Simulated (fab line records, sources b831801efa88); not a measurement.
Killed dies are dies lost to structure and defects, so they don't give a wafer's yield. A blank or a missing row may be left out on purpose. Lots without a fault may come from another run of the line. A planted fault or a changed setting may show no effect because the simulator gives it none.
A struck lot beside a sound one | flow gf180mcu | 21 steps out of a route of 602
Sound: wafers L266.3, L266.4, L266.5. Struck: wafer L279.6. (L279.3 of the same lot was not struck and is left out.) The cause comes at the end.
At each step with rows: each side's tool, then ch and its chambers, then its first start. Under that, the readings that differ: sound wafers | struck wafers | difference of the means | sigmas: that difference in standard deviations of wafers without a fault.
alike: readings whose means differ by less than 2 such deviations, and words and numbers that are the same on both sides. not compared: withheld readings, readings that some wafer has no value for, bounds like >300 that may hide the same value, and numbers for which the record gives no deviation and whose values overlap.
The two part at a step that has a row with sigmas, a row that says differs or no value, or rows on one side only. Numbers that don't overlap but have no deviation are shown without sigmas and don't part them. A reading that every wafer of one side lacks parts them only if that side has two wafers or more.

GF_MIM_SPUTTER_02: material AlCu, target thk 450 nm, time 23.9 s.
  sound on pvd_sputter-02, day 25 01:46; struck on pvd_sputter-02, day 29 13:32
  alike: throttle_valve_pct
then, 1 step without rows for these wafers: GF_MIM_SPUTTER_03 (material Ti, target thk 10 nm, time 6.7 s).
GF_MIM_SPUTTER_04: material TiN, target thk 50 nm, time 41.7 s.
  sound on pvd_sputter-02, day 25 01:49; struck on pvd_sputter-02, day 29 13:35
  alike: throttle_valve_pct
GF_MIM_CVD_05: deposits Si3N4, target thk 42 nm, time 29.086 s.
  sound on pecvd-03 ch 0,1,2, day 25 01:51; struck on pecvd-01 ch 2, day 29 13:38
  alike: heater_power_w
GF_MIM_THK_MEAS_06:
  sound on film_metro-01, day 25 01:54; struck on film_metro-02, day 29 13:41
  alike: MIM_CVD_05_THK
then, 1 step without rows for these wafers: GF_MIM_SPUTTER_07 (material TiN, target thk 60 nm, time 50 s).
GF_MIM_SPUTTER_08: material AlCu, target thk 200 nm, time 10.6 s.
  sound on pvd_sputter-04, day 25 01:59; struck on pvd_sputter-01, day 29 13:46
  alike: throttle_valve_pct
GF_MIM_SPUTTER_09: material TiN, target thk 35 nm, time 29.2 s.
  sound on pvd_sputter-04, day 25 02:01; struck on pvd_sputter-01, day 29 13:47
  alike: throttle_valve_pct
GF_MIM_RS_MEAS_10: measures by four-point-probe.
  sound on film_metro-01, day 25 02:05; struck on film_metro-02, day 29 13:52
  alike: MIM_ALCU_RS
GF_MIM_THK_MEAS_11: measures by xrf.
  sound on film_metro-01, day 25 02:11; struck on film_metro-02, day 29 13:58
  reading           | sound             | struck | difference | sigmas
  MIM_ALCU_THK (nm) | 204.5 203.7 202.2 | 198.2  | -5.3       | -2
then, 2 steps without rows for these wafers: GF_MIM_DEHYDRATE_12 (time 60 s); GF_MIM_HMDS_13 (prime time 60 s).
GF_MIM_COAT_14: resist thk 1000 nm.
  sound on litho_track-04 ch 0, day 25 13:45; struck on litho_track-02 ch 0, day 29 22:46
  reading                                  | sound            | struck | difference | sigmas
  model.NOVOLAK_of_MIM_COAT_14.thk_nm (nm) | 1001 997.1 997.1 | 953.5  | -44.9      |
  alike: dispense_pressure_kPa, spin_speed_rpm
then, 4 steps without rows for these wafers: GF_MIM_SOFTBAKE_15 (time 60 s); GF_MIM_EXPOSE_16 (exposes mask FuseTop, target cd 2000 nm); GF_MIM_PEB_17; GF_MIM_DEVELOP_18 (develop time 60 s).
GF_MIM_METAL_ETCH_19: etches the open film in Cl2/BCl3, stops on Si3N4, target depth 324.5 nm, time 54.1 s.
  sound on rie_metal-03 ch 0,1, day 26 00:01; struck on rie_metal-02 ch 0, day 30 08:01
  reading                                  | sound             | struck | difference | sigmas
  model.NOVOLAK_of_MIM_COAT_14.thk_nm (nm) | 867.3 868.1 867.8 | 825.5  | -42.2      |
  alike: bias_w, drypump_motor_current_A, oes_product_au, throttle_valve_pct
  not compared: rf_hours_counter_h
GF_MIM_STRIP_20: strips in O2/N2.
  sound on plasma_asher-02 ch 0,1, day 26 00:06; struck on plasma_asher-02 ch 0, day 30 08:06
  reading                      | sound             | struck | difference | sigmas
  oes_product_au (a.u.)        | 0.697 0.689 0.693 | 0.671  | -0.022     | -5
  strip_time_to_endpoint_s (s) | 11.18 11.20 11.18 | 10.69  | -0.50      | -12
  alike: drypump_motor_current_A, heater_power_w
  not compared: rf_hours_counter_h
then, 2 steps without rows for these wafers: GF_MIM_STRIP_21 (strips in post etch residue remover, time 1200 s); GF_PASSIVATION_PROBE_99.

WHERE THEY PART
First at GF_MIM_THK_MEAS_11; last, within this record, at GF_MIM_STRIP_20.

WHY: what the simulator had put in
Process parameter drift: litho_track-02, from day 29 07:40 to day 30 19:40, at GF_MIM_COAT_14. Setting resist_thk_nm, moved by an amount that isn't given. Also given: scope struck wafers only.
